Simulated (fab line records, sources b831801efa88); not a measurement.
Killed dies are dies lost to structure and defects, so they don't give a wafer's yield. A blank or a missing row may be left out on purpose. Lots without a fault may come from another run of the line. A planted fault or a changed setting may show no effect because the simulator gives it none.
One fault seen from 2 desks | flow sfq_line | each desk has only its own numbers; what lay behind them comes last

THE TOOL OWNER'S DESK: rie_metal-03
The tool's own readings at SFQ_TRILAYER_M5_BARC_OPEN_METAL_ETCH_161 (etches BARC in O2, target depth 125 nm, time 41.7 s): means of the sampled wafers that have a number, for each lot that ran on this tool. A lot is out of limits, marked OUT, if its mean lies more than 4 standard deviations from the usual mean; the brackets give that distance.
Columns: A = drypump_motor_current_A at SFQ_TRILAYER_M5_BARC_OPEN_METAL_ETCH_161, usual 5.7 A; B = he_backside_leak_sccm at SFQ_TRILAYER_M5_BARC_OPEN_METAL_ETCH_161, usual 3.35 sccm; C = oes_product_au at SFQ_TRILAYER_M5_BARC_OPEN_METAL_ETCH_161, usual 0.685 a.u.
lot  | first seen here | A   | B    | C
L120 | day 68 05:48    | 5.7 | 3.47 | 0.682
L121 | day 68 10:35    | 5.5 | 3.36 | 0.687
L122 | day 71 10:18    | 5.7 | 3.47 | 0.684
This desk's finding: nothing out of limits on any of the 3 lots.

THE METROLOGY DESK
What the gauges read, lot by lot, whatever tool the lot ran on: means of the sampled wafers that have a number. A lot is out of limits, marked OUT, if its mean lies more than 4 standard deviations from the usual mean; the brackets give that distance.
Columns: A = M5_OVL at SFQ_M5_OVL_MEAS_932, usual -4 nm
lot  | first seen here | A
L114 | day 66 21:45    | -2
L120 | day 68 05:46    | -3
L121 | day 68 10:33    | -8
L122 | day 71 09:49    | 0
L130 | day 73 11:19    | 0
L133 | day 74 05:10    | -8
This desk's finding: nothing out of limits on any of the 6 lots.

PUT TOGETHER
The tool owner's desk saw nothing out of limits.
The metrology desk saw nothing out of limits.

WHAT THE SIMULATOR HAD PUT IN
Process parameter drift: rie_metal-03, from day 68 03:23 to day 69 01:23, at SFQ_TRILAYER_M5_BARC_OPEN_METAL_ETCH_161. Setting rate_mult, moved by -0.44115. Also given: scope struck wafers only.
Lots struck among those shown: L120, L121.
